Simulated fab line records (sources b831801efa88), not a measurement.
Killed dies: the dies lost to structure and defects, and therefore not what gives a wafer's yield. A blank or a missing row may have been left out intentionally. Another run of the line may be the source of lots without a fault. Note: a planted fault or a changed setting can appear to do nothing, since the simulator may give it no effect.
fab line records -- flow sky130
[record] lots = 5, wafers = 15, last-day = 49
route steps=708 shown LI_CONTACT@375 LOCAL_INTERCONNECT@387
lots that met no fault: taken from a fault-free run of the same line
start-h: the number of hours between the record's first day and the start of the first shown wafer of the lot -- wait-h: hours from the lot's prior step to this one -- " as in the row above -- L1.1+2: a row that stands for several wafers -- - either no value or no given start -- * or withheld: withheld -- < > ~ a bound
route shown NAME@n: a module of which the file shows steps, and the number in the route of the first -- usual: mean and standard deviation over wafers with no fault -- same: alike in all rows -- chamber/n: place in a boat -- sites: each site's reading -- _std_site: the values' standard deviation -- _edge_site: mean of outer sites minus mean of inner sites -- radius-mm: how far each site lies from the wafer's centre -- mask NAME#n: copy n -- behind: the most recent tool/chamber to have shaped the wafer -- hold: reason for holding the lot/hours on hold/outcome of the hold -- device: which transistor (n, p or np) failed to switch -- end of line: tests run on the same wafers once the route is complete -- a step given without rows: its recipe and nothing more -- killed: at the first sort, the dies lost to defects and structure; wafer yield is something else -- map: a wafer's dies, x killed, . not, _ none there
set.NAME: the setting the step ran with; set.NAME@STEP: the setting that earlier step ran with -- model.NAME: the simulator's own value behind a step, which no gauge read
lots at selected steps of the route; one table per step, one row per wafer
services: when a tool's chamber went out of use (start-h, in hours from the record's first day, below 0 if earlier), for how many hours, and the reason
[[steps]]
[step SKY_LI_CONTACT_OVL_MEAS_13]
[usual] LI_CONTACT_OVL = 2/5.8
lot.wafer,tool,chamber,start-h,wait-h,LI_CONTACT_OVL[nm]
L835.1,overlay-02,-,669.31,0.1,1
L835.5,overlay-02,-,669.31,0.1,-3
L835.6,overlay-02,-,669.31,0.1,2
L838.1,overlay-01,-,695.17,0.1,-2
L838.5,overlay-01,-,695.17,0.1,4
L838.6,overlay-01,-,695.17,0.1,5
L848.2,overlay-01,-,785.22,0.1,-12
L848.3,overlay-01,-,785.22,0.1,-10
L848.4,overlay-01,-,785.22,0.1,-17
L849.3,overlay-02,-,792.12,0.1,6
L849.5,overlay-02,-,792.12,0.1,8
L849.6,overlay-02,-,792.12,0.1,5
L855.3,overlay-02,-,828.00,0.1,4
L855.4,overlay-02,-,828.00,0.1,-4
L855.6,overlay-02,-,828.00,0.1,6
[step SKY_LI_CONTACT_ETCH_14]
[recipe] chemistry = N2/H2, target = BARC, ion-energy-ev = 200, source-w = 500, bias-w = 97.51, pressure-mtorr = 30, n2-flow-sccm = 100, h2-flow-sccm = 200, stop-on = SiO2, time-s = 45.9, target-depth-a = 600
[step SKY_LI_CONTACT_ETCH_15]
[recipe] target = PSG, chemistry = C4F8/O2/Ar, stop-on = Si, taper-deg = 4.15, mask-material = KrF-thick, source-w = 1500, bias-w = 1200, pressure-mtorr = 40, c4f8-flow-sccm = withheld, O2_flow_sccm = 6, Ar_flow_sccm = 300, time-s = withheld, target-depth-a = 6000
[step SKY_LI_CONTACT_STRIP_16]
[recipe] chemistry = O2/N2, power-w = 1400, pressure-mtorr = 1500, platen-temp-c = withheld, o2-flow-sccm = 3000, n2-flow-sccm = 300, overash-fraction = 0.5
[usual] drypump-motor-current-A = 5.7/0.34, n2-flow-sccm = 299.9/0.84, o2-flow-sccm = 3000/8.3, oes-product-au = 0.375/0.0047, strip-time-to-endpoint-s = 3.48/0.054
lot.wafer,tool,chamber,start-h,wait-h,drypump-motor-current-A,n2-flow-sccm,o2-flow-sccm,oes-product-au,rf-hours-counter-h,strip-time-to-endpoint-s
L835.1,plasma-asher-01,1,669.47,-,5.4,299.1,3009,0.381,53,3.52
L835.5,plasma-asher-01,0,669.47,-,6.0,300.6,2995,0.377,-,3.51
L835.6,plasma-asher-01,1,669.47,-,5.4,298.9,3005,0.369,-,3.42
L838.1,plasma-asher-01,0,695.34,-,6.1,299.7,2999,0.380,56,3.50
L838.5,plasma-asher-01,0,695.34,-,6.0,298.4,2994,0.379,-,3.59
L838.6,plasma-asher-01,1,695.34,-,5.4,300.9,3005,0.379,-,3.51
L848.2,plasma-asher-04,1,785.37,-,5.8,300.5,3007,0.372,4,3.42
L848.3,plasma-asher-04,0,785.37,-,6.2,298.2,3007,0.379,-,3.44
L848.4,plasma-asher-04,1,785.37,-,5.8,299.4,3000,0.375,-,3.46
L849.3,plasma-asher-01,0,792.31,-,6.0,299.2,3001,0.384,-,3.46
L849.5,plasma-asher-01,0,792.31,-,6.0,301.0,2997,0.376,-,3.45
L849.6,plasma-asher-01,1,792.31,-,5.4,299.0,2998,0.376,-,3.46
L855.3,plasma-asher-01,0,828.18,-,6.0,300.7,2992,0.368,-,3.35
L855.4,plasma-asher-01,1,828.18,-,5.4,298.4,2999,0.377,-,3.48
L855.6,plasma-asher-01,0,828.18,-,6.0,299.0,3000,0.375,-,3.49
[step SKY_LI_CONTACT_CLEAN_17]
[recipe] chemistry = NMP, time-s = 600, temp-c = 60, dry = n2-spin
[step SKY_LI_CONTACT_PRE_CLEAN_18]
[recipe] gas = Ar, time-s = 5.6, bias-v = 358
[step SKY_LI_CONTACT_SPUTTER_19]
[recipe] material = Ti, target-thk-nm = 20, chamber-pressure-pa = 5, power-w = 2500, substrate-temp-c = 200, time-s = 106.37
[usual] throttle-valve-pct = 30.7/0.58
lot.wafer,tool,chamber,start-h,wait-h,throttle-valve-pct
L835.1,pvd-sputter-02,-,669.80,0.0,31.1
L835.5,pvd-sputter-02,-,669.80,0.0,31.1
L835.6,pvd-sputter-02,-,669.80,0.0,31.3
L838.1,pvd-sputter-04,-,695.63,0.0,31.8
L838.5,pvd-sputter-04,-,695.63,0.0,31.2
L838.6,pvd-sputter-04,-,695.63,0.0,30.1
L848.2,pvd-sputter-04,-,785.67,0.0,30.8
L848.3,pvd-sputter-04,-,785.67,0.0,31.7
L848.4,pvd-sputter-04,-,785.67,0.0,31.1
L849.3,pvd-sputter-02,-,792.58,0.0,31.0
L849.5,pvd-sputter-02,-,792.58,0.0,30.9
L849.6,pvd-sputter-02,-,792.58,0.0,30.9
L855.3,pvd-sputter-01,-,828.62,0.0,30.4
L855.4,pvd-sputter-01,-,828.62,0.0,29.8
L855.6,pvd-sputter-01,-,828.62,0.0,31.2
[step SKY_LI_CONTACT_SPUTTER_20]
[recipe] material = TiN, target-thk-nm = 20, chamber-pressure-pa = 5, power-w = 4000, time-s = 80
[step SKY_LI_CONTACT_CVD_21]
[recipe] material = W, target-thk-nm = 400, time-s = 120.56, temp-c = 400, pressure-torr = 40
[usual] heater-power-w = 849/57
lot.wafer,tool,chamber,start-h,wait-h,heater-power-w
L835.1,cvd-w-01,1,669.94,0.0,815
L835.5,cvd-w-01,0,669.94,0.0,846
L835.6,cvd-w-01,1,669.94,0.0,806
L838.1,cvd-w-02,1,695.77,0.0,958
L838.5,cvd-w-02,0,695.77,0.0,768
L838.6,cvd-w-02,1,695.77,0.0,959
L848.2,cvd-w-01,0,785.80,0.0,852
L848.3,cvd-w-01,1,785.80,0.0,818
L848.4,cvd-w-01,0,785.80,0.0,852
L849.3,cvd-w-01,0,792.76,0.1,828
L849.5,cvd-w-01,1,792.76,0.1,835
L849.6,cvd-w-01,0,792.76,0.1,852
L855.3,cvd-w-01,1,828.80,0.1,827
L855.4,cvd-w-01,0,828.80,0.1,854
L855.6,cvd-w-01,1,828.80,0.1,839
[step SKY_LI_CONTACT_RS_MEAS_22]
[recipe] thk-meas-gauge = four-point-probe, reads = W_of_LI_CONTACT_CVD_21+TiN_of_LI_CONTACT_SPUTTER_20+Ti_of_LI_CONTACT_SPUTTER_19
[usual] LI_CONTACT_W_RS = 0.283/0.0055
lot.wafer,tool,chamber,start-h,wait-h,LI_CONTACT_W_RS[ohm/sq]
L835.1,film-metro-04,-,670.06,0.1,0.291
L835.5,film-metro-04,-,670.06,0.1,0.277
L835.6,film-metro-04,-,670.06,0.1,0.287
L838.1,film-metro-04,-,695.89,0.1,0.290
L838.5,film-metro-04,-,695.89,0.1,0.284
L838.6,film-metro-04,-,695.89,0.1,0.290
L848.2,film-metro-02,-,785.95,0.1,0.276
L848.3,film-metro-02,-,785.95,0.1,0.286
L848.4,film-metro-02,-,785.95,0.1,0.276
L849.3,film-metro-04,-,792.89,0.1,0.277
L849.5,film-metro-04,-,792.89,0.1,0.284
L849.6,film-metro-04,-,792.89,0.1,0.275
L855.3,film-metro-04,-,828.92,0.1,0.282
L855.4,film-metro-04,-,828.92,0.1,0.275
L855.6,film-metro-04,-,828.92,0.1,0.282
[step SKY_LI_CONTACT_THK_MEAS_23]
[recipe] thk-meas-gauge = xrf, reads = W_of_LI_CONTACT_CVD_21
[usual] LI_CONTACT_W_THK = 397/7.9
lot.wafer,tool,chamber,start-h,wait-h,LI_CONTACT_W_THK[nm]
L835.1,film-metro-04,-,670.18,0.1,384
L835.5,film-metro-04,-,670.18,0.1,403
L835.6,film-metro-04,-,670.18,0.1,392
L838.1,film-metro-04,-,696.01,0.1,391
L838.5,film-metro-04,-,696.01,0.1,394
L838.6,film-metro-04,-,696.01,0.1,386
L848.2,film-metro-02,-,786.06,0.1,404
L848.3,film-metro-02,-,786.06,0.1,389
L848.4,film-metro-02,-,786.06,0.1,408
L849.3,film-metro-04,-,792.99,0.1,408
L849.5,film-metro-04,-,792.99,0.1,396
L849.6,film-metro-04,-,792.99,0.1,413
L855.3,film-metro-04,-,829.02,0.1,402
L855.4,film-metro-04,-,829.02,0.1,412
L855.6,film-metro-04,-,829.02,0.1,402
[step SKY_LI_CONTACT_CMP_24]
[recipe] stop-on = PSG, t-overpolish-s = 20, down-force-psi = 3.5, platen-rpm = 60, target-thk-nm = 0, pad-velocity-m-s = 0.94248
[usual] head-pressure-psi = 3.500/0.0067, motor-current-A = 11.1/1.1, overpolish-run-s = 20.000/0.0094, time-to-endpoint-s = 98/6.6
[same] t-overpolish-s = 20
lot.wafer,tool,chamber,start-h,wait-h,head-pressure-psi,motor-current-A,overpolish-run-s,time-to-endpoint-s
L835.1,cmp-02,2,670.39,0.2,3.490,9.4,20.001,87
L835.5,cmp-02,3,670.39,0.2,3.483,13.7,20.002,106
L835.6,cmp-02,0,670.39,0.2,3.494,11.0,20.010,96
L838.1,cmp-02,3,696.12,0.1,3.496,13.2,20.000,105
L838.5,cmp-02,2,696.12,0.1,3.514,9.0,19.996,92
L838.6,cmp-02,3,696.12,0.1,3.495,13.4,19.996,103
L848.3,cmp-01,1,786.16,0.1,3.498,10.8,20.000,86
L848.4,cmp-01,2,786.16,0.1,3.501,11.3,20.009,103
L848.2,cmp-01,3,786.16,0.1,3.489,10.7,20.012,106
L849.3,cmp-01,0,793.13,0.1,3.505,11.3,19.990,96
L849.5,cmp-01,2,793.13,0.1,3.508,11.7,20.008,106
L849.6,cmp-01,3,793.13,0.1,3.497,10.7,20.000,110
L855.3,cmp-01,0,829.06,0.0,3.499,11.1,20.007,99
L855.4,cmp-01,3,829.06,0.0,3.499,9.6,19.987,111
L855.6,cmp-01,1,829.06,0.0,3.508,10.6,20.011,92
[step SKY_LOCAL_INTERCONNECT_SPUTTER_00]
[recipe] material = TiN, target-thk-nm = 100, temp-c = 300, power-w = 6500, time-s = 83.3, chamber-pressure-pa = 0.4
[usual] throttle-valve-pct = 30.8/0.82
lot.wafer,tool,chamber,start-h,wait-h,throttle-valve-pct,model.TiN_of_LOCAL_INTERCONNECT_SPUTTER_00.thk-nm
L835.1,pvd-sputter-04,-,670.54,0.1,31.6,98.5
L835.5,pvd-sputter-04,-,670.54,0.1,30.7,99.58
L835.6,pvd-sputter-04,-,670.54,0.1,31.0,101
L838.1,pvd-sputter-03,-,696.37,0.2,32.1,97.46
L838.5,pvd-sputter-03,-,696.37,0.2,31.0,99.68
L838.6,pvd-sputter-03,-,696.37,0.2,31.8,97.64
L848.2,pvd-sputter-03,-,786.41,0.1,29.0,99.96
L848.3,pvd-sputter-03,-,786.41,0.1,31.6,98.05
L848.4,pvd-sputter-03,-,786.41,0.1,29.7,131.5
L849.3,pvd-sputter-04,-,793.33,0.1,31.4,102.1
L849.5,pvd-sputter-04,-,793.33,0.1,30.7,101.9
L849.6,pvd-sputter-04,-,793.33,0.1,30.7,101.9
L855.3,pvd-sputter-02,-,829.36,0.2,31.0,101.8
L855.4,pvd-sputter-02,-,829.36,0.2,30.8,101.1
L855.6,pvd-sputter-02,-,829.36,0.2,30.9,101.4
[step SKY_LOCAL_INTERCONNECT_RS_MEAS_01]
[recipe] thk-meas-gauge = four-point-probe, reads = TiN_of_LOCAL_INTERCONNECT_SPUTTER_00
[usual] LOCAL_INTERCONNECT_TIN_RS = 14.03/0.21
lot.wafer,tool,chamber,start-h,wait-h,hold,LOCAL_INTERCONNECT_TIN_RS[ohm/sq]
L835.1,film-metro-03,-,670.61,0.0,-,14.39
L835.5,film-metro-03,-,670.61,0.0,-,14.20
L835.6,film-metro-03,-,670.61,0.0,-,13.99
L838.1,film-metro-01,-,696.44,0.0,-,14.53
L838.5,film-metro-01,-,696.44,0.0,-,14.19
L838.6,film-metro-01,-,696.44,0.0,-,14.51
L848.2,film-metro-04,-,786.49,0.1,await-dispo/0.2h/release,14.13
L848.3,film-metro-04,-,786.49,0.1,await-dispo/0.2h/release,14.44
L848.4,film-metro-04,-,786.49,0.1,await-dispo/0.2h/release,10.64
L848.2,film-metro-04,-,786.78,0.3,-,14.16
L848.3,film-metro-04,-,786.78,0.3,-,14.44
L848.4,film-metro-04,-,786.78,0.3,-,10.63
L849.3,film-metro-04,-,793.43,0.1,-,13.87
L849.5,film-metro-04,-,793.43,0.1,-,13.88
L849.6,film-metro-04,-,793.43,0.1,-,13.86
L855.3,film-metro-01,-,829.47,0.1,-,13.89
L855.4,film-metro-01,-,829.47,0.1,-,13.98
L855.6,film-metro-01,-,829.47,0.1,-,13.95
[step SKY_LOCAL_INTERCONNECT_THK_MEAS_02]
[recipe] thk-meas-gauge = xrf, reads = TiN_of_LOCAL_INTERCONNECT_SPUTTER_00
[usual] LOCAL_INTERCONNECT_TIN_THK = 100.8/1.6
lot.wafer,tool,chamber,start-h,wait-h,hold,LOCAL_INTERCONNECT_TIN_THK[nm]
L835.1,film-metro-03,-,670.73,0.1,-,98.1
L835.5,film-metro-03,-,670.73,0.1,-,98.9
L835.6,film-metro-03,-,670.73,0.1,-,100.7
L838.1,film-metro-01,-,696.56,0.1,-,97.9
L838.5,film-metro-01,-,696.56,0.1,-,101.0
L838.6,film-metro-01,-,696.56,0.1,-,98.7
L848.2,film-metro-04,-,788.75,1.9,await-dispo/0.2h/release,99.0
L848.3,film-metro-04,-,788.75,1.9,await-dispo/0.2h/release,97.1
L848.4,film-metro-04,-,788.75,1.9,await-dispo/0.2h/release,131.0
L848.2,film-metro-04,-,789.09,0.3,-,99.2
L848.3,film-metro-04,-,789.09,0.3,-,96.9
L848.4,film-metro-04,-,789.09,0.3,-,130.2
L849.3,film-metro-04,-,793.53,0.1,-,101.3
L849.5,film-metro-04,-,793.53,0.1,-,101.3
L849.6,film-metro-04,-,793.53,0.1,-,101.6
L855.3,film-metro-01,-,829.57,0.1,-,101.9
L855.4,film-metro-01,-,829.57,0.1,-,101.6
L855.6,film-metro-01,-,829.57,0.1,-,102.0
[step SKY_LOCAL_INTERCONNECT_HMDS_04]
[recipe] prime-time-s = 60, prime-temp-c = 120
[step SKY_LOCAL_INTERCONNECT_COAT_05]
[recipe] resist = BARC, temp-c = withheld, time-s = withheld, spin-rpm = 3000, resist-thk-nm = 60
[step SKY_LOCAL_INTERCONNECT_COAT_06]
[recipe] resist = KrF-thick, spin-rpm = 2949, resist-thk-nm = 450
[step SKY_LOCAL_INTERCONNECT_SOFTBAKE_07]
[recipe] temp-c = 100, time-s = 90, resist = KrF-thick
[step SKY_LOCAL_INTERCONNECT_EXPOSE_08]
[recipe] mask-id = LI1M, na = 0.8, source-shape = annular, sigma-inner = 0.55, sigma-outer = 0.85, target-cd-nm = 170, dose-mj = 28
[step SKY_LOCAL_INTERCONNECT_PEB_09]
[recipe] peb-temp-c = withheld, peb-time-s = withheld, resist = KrF-thick
[step SKY_LOCAL_INTERCONNECT_DEVELOP_10]
[recipe] develop-time-s = 60, resist = KrF-thick, dev-temp-c = 21
[step SKY_LOCAL_INTERCONNECT_CD_MEAS_11]
[recipe] target-cd-nm = 170
[usual] cd-nm = 169.9/1.4
lot.wafer,tool,chamber,start-h,wait-h,cd-nm
L835.1,cd-sem-01,-,698.33,-,170.1
L835.5,cd-sem-01,-,698.33,-,169.9
L835.6,cd-sem-01,-,698.33,-,169.3
L838.1,cd-sem-01,-,724.38,-,169.3
L838.5,cd-sem-01,-,724.38,-,170.1
L838.6,cd-sem-01,-,724.38,-,170.3
L848.2,cd-sem-02,-,812.90,-,171.7
L848.3,cd-sem-02,-,812.90,-,171.5
L848.4,cd-sem-02,-,812.90,-,169.4
L849.3,cd-sem-02,-,820.29,-,171.2
L849.5,cd-sem-02,-,820.29,-,171.8
L849.6,cd-sem-02,-,820.29,-,170.9
L855.3,cd-sem-01,-,855.30,-,171.7
L855.4,cd-sem-01,-,855.30,-,169.7
L855.6,cd-sem-01,-,855.30,-,170.5
[step SKY_LOCAL_INTERCONNECT_OVL_MEAS_12]
[usual] LOCAL_INTERCONNECT_OVL = -1/5.4
lot.wafer,tool,chamber,start-h,wait-h,LOCAL_INTERCONNECT_OVL[nm]
L835.1,overlay-01,-,698.45,0.1,1
L835.5,overlay-01,-,698.45,0.1,-6
L835.6,overlay-01,-,698.45,0.1,0
L838.1,overlay-01,-,724.50,0.1,-7
L838.5,overlay-01,-,724.50,0.1,-1
L838.6,overlay-01,-,724.50,0.1,-1
L848.2,overlay-01,-,813.01,0.1,7
L848.3,overlay-01,-,813.01,0.1,-1
L848.4,overlay-01,-,813.01,0.1,5
L849.3,overlay-02,-,820.39,0.1,3
L849.5,overlay-02,-,820.39,0.1,3
L849.6,overlay-02,-,820.39,0.1,6
L855.3,overlay-02,-,855.39,0.1,0
L855.4,overlay-02,-,855.39,0.1,2
L855.6,overlay-02,-,855.39,0.1,-3
[step SKY_LOCAL_INTERCONNECT_ETCH_13]
[recipe] chemistry = N2/H2, target = BARC, ion-energy-ev = 200, bias-w = 100, pressure-mtorr = 30, n2-flow-sccm = 100, h2-flow-sccm = 200, icp-w = 500, stop-on = SiO2, time-s = 45.9, target-depth-a = 600
[usual] drypump-motor-current-A = 6.00/0.27, n2-flow-sccm = 100.0/0.31, oes-product-au = 0.855/0.0045, throttle-valve-pct = 13.224/0.0088
lot.wafer,tool,chamber,start-h,wait-h,drypump-motor-current-A,n2-flow-sccm,oes-product-au,rf-hours-counter-h,throttle-valve-pct
L835.1,rie-metal-03,1,698.49,0.0,6.10,99.9,0.852,1,13.219
L835.5,rie-metal-03,0,698.49,0.0,5.58,100.2,0.851,-,13.221
L835.6,rie-metal-03,1,698.49,0.0,6.12,99.6,0.847,-,13.226
L838.1,rie-metal-01,1,724.54,0.0,6.26,100.4,0.860,2,13.216
L838.5,rie-metal-01,1,724.54,0.0,6.26,99.7,0.853,-,13.222
L838.6,rie-metal-01,0,724.54,0.0,5.62,99.9,0.849,-,13.235
L848.2,rie-metal-01,1,813.04,0.0,6.25,99.8,0.853,5,13.225
L848.3,rie-metal-01,0,813.04,0.0,5.61,100.4,0.851,-,13.222
L848.4,rie-metal-01,1,813.04,0.0,6.23,99.9,0.853,-,13.225
L849.3,rie-metal-02,1,820.43,0.0,6.04,99.8,0.842,-,13.222
L849.5,rie-metal-02,1,820.43,0.0,6.03,99.4,0.860,-,13.217
L849.6,rie-metal-02,0,820.43,0.0,6.17,100.3,0.859,-,13.218
L855.3,rie-metal-01,1,855.45,0.1,6.23,100.1,0.857,-,13.241
L855.4,rie-metal-01,1,855.45,0.1,6.25,100.3,0.859,-,13.216
L855.6,rie-metal-01,1,855.45,0.1,6.21,100.1,0.845,-,13.238
[step SKY_LOCAL_INTERCONNECT_METAL_ETCH_14]
[recipe] target-depth-nm = 110, stop-on = PSG, chemistry = Cl2/BCl3, target = TiN, resist-sidewall-deg = 88, pressure-mtorr = 10, icp-w = 900, bias-w = 48.5, Cl2_flow_sccm = 60, bcl3-flow-sccm = 30, time-s = 31.4
[usual] drypump-motor-current-A = 5.99/0.27, oes-product-au = 0.946/0.0093, throttle-valve-pct = 21.898/0.011
lot.wafer,tool,chamber,start-h,wait-h,drypump-motor-current-A,oes-product-au,rf-hours-counter-h,throttle-valve-pct
L835.1,rie-metal-03,1,698.55,0.0,6.10,0.935,1,21.905
L835.5,rie-metal-03,0,698.55,0.0,5.58,0.936,-,21.905
L835.6,rie-metal-03,1,698.55,0.0,6.11,0.950,-,21.878
L838.1,rie-metal-01,1,724.60,0.0,6.26,0.925,2,21.895
L838.5,rie-metal-01,1,724.60,0.0,6.27,0.938,-,21.914
L838.6,rie-metal-01,0,724.60,0.0,5.60,0.929,-,21.907
L848.2,rie-metal-01,1,813.10,0.0,6.24,0.946,5,21.892
L848.3,rie-metal-01,0,813.10,0.0,5.61,0.934,-,21.896
L848.4,rie-metal-01,1,813.10,0.0,6.26,0.980,-,21.857
L849.3,rie-metal-02,1,820.49,0.0,6.04,0.957,-,21.896
L849.5,rie-metal-02,1,820.49,0.0,6.04,0.951,-,21.902
L849.6,rie-metal-02,0,820.49,0.0,6.24,0.950,-,21.887
L855.3,rie-metal-01,1,855.57,0.1,6.24,0.953,-,21.902
L855.4,rie-metal-01,1,855.57,0.1,6.22,0.957,-,21.900
L855.6,rie-metal-01,1,855.57,0.1,6.25,0.947,-,21.895
[step SKY_LOCAL_INTERCONNECT_STRIP_15]
[recipe] chemistry = O2/N2, power-w = 1400, pressure-mtorr = 1500, platen-temp-c = withheld, o2-flow-sccm = 3000, n2-flow-sccm = 300, overash-fraction = 0.5
[step SKY_LOCAL_INTERCONNECT_STRIP_16]
[recipe] chemistry = post-etch-residue-remover, time-s = 1200, temp-c = 72.5
lot.wafer,tool,chamber,start-h,wait-h,model.TiN_of_LOCAL_INTERCONNECT_SPUTTER_00.thk-nm
L835.1,wet-bench-03,0,698.70,0.1,98.09
L835.5,wet-bench-03,0,698.70,0.1,99.17
L835.6,wet-bench-03,0,698.70,0.1,100.6
L838.1,wet-bench-04,0,724.75,0.1,97.05
L838.5,wet-bench-04,0,724.75,0.1,99.26
L838.6,wet-bench-04,0,724.75,0.1,97.22
L848.2,wet-bench-02,2,813.25,0.1,99.53
L848.3,wet-bench-02,2,813.25,0.1,97.63
L848.4,wet-bench-02,2,813.25,0.1,131.1
L849.3,wet-bench-02,3,820.63,0.0,101.7
L849.5+6,wet-bench-02,3,820.63,0.0,101.5
L855.3,wet-bench-02,3,855.74,0.0,101.4
L855.4,wet-bench-02,3,855.74,0.0,100.7
L855.6,wet-bench-02,3,855.74,0.0,101
[step SKY_LOCAL_INTERCONNECT_CLEAN_17]
[recipe] chemistry = IPA, time-s = 180, temp-c = 25
[[services]]
tool,chamber,start-h,hours,kind
pvd-sputter-02,-,648.56,3.0,repair
plasma-asher-04,-,655.71,1.0,repair
cmp-01,-,660.44,2.6,repair
cvd-w-01,0,663.00,6.3,repair
rie-metal-01,0,668.19,2.3,repair
cvd-w-01,1,672.52,4.4,repair
rie-metal-03,-,673.27,1.1,repair
cmp-01,-,673.89,2.4,repair
cmp-01,-,683.76,12.7,repair
cvd-w-01,-,695.09,6.9,pm
cmp-02,-,712.00,5.3,repair
pvd-sputter-03,-,715.95,2.8,repair
rie-metal-01,-,730.53,1.4,pm
cmp-01,-,736.23,4.3,pm
cmp-02,-,737.63,1.1,repair
pvd-sputter-02,-,738.12,12.3,repair
cmp-02,-,744.30,4.0,pm
cvd-w-01,1,757.75,8.3,repair
cmp-02,-,792.31,1.4,repair
cmp-02,-,797.71,2.0,repair
pvd-sputter-03,-,803.80,0.9,repair
rie-metal-03,-,824.03,3.1,repair
cmp-02,-,844.40,1.8,repair
cmp-02,-,855.19,4.2,repair
[[key]]
[first-sign] step = SKY_LOCAL_INTERCONNECT_RS_MEAS_01, reading = visit, direction = added
[effect] step = SKY_LOCAL_INTERCONNECT_RS_MEAS_01, reading = LOCAL_INTERCONNECT_TIN_RS, direction = down, sigmas = 16, usual = 14.03, struck = 10.64
[effect] step = SKY_LOCAL_INTERCONNECT_THK_MEAS_02, reading = visit, direction = added
[effect] step = SKY_LOCAL_INTERCONNECT_THK_MEAS_02, reading = LOCAL_INTERCONNECT_TIN_THK, direction = up, sigmas = 18, usual = 100.8, struck = 131.0
[effect] step = SKY_LOCAL_INTERCONNECT_METAL_ETCH_14, reading = oes-product-au, direction = up, sigmas = 3.6, usual = 0.946, struck = 0.980
[model-effect] step = SKY_LOCAL_INTERCONNECT_SPUTTER_00, value = TiN_of_LOCAL_INTERCONNECT_SPUTTER_00.thk-nm, without = 101.2, struck = 131.5
[model-effect] step = SKY_LOCAL_INTERCONNECT_STRIP_16, value = TiN_of_LOCAL_INTERCONNECT_SPUTTER_00.thk-nm, without = 100.7, struck = 131.1
met-at SKY_LOCAL_INTERCONNECT_SPUTTER_00
struck-wafers L848.4
later-rows-left-out L848.4
sort-left-out L848.4
tester-left-out L848
[fault] kind = process-parameter-drift, tool = pvd-sputter-03, chamber = -, onset-h = 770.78, steps = SKY_LOCAL_INTERCONNECT_SPUTTER_00, channel = time-s, offset = *, shape = step, end-h = 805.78, acts-in = *, stated = *, scope = struck-wafers-only
// tester-left-out: of these lots the tester's yield and bins aren't shown, on N5 and GAA mostly nor the transistor test; their killed dies are dies lost to structure and defects alone, not to doping, threshold or leakage, so they don't give the yield
// sort-left-out: the simulated sort isn't trusted on such a fault, so these wafers' sort isn't shown, and their yield isn't known
// later-rows-left-out: the simulator's readings of these wafers behind a module that went badly wrong aren't trusted and aren't shown, but for the sort
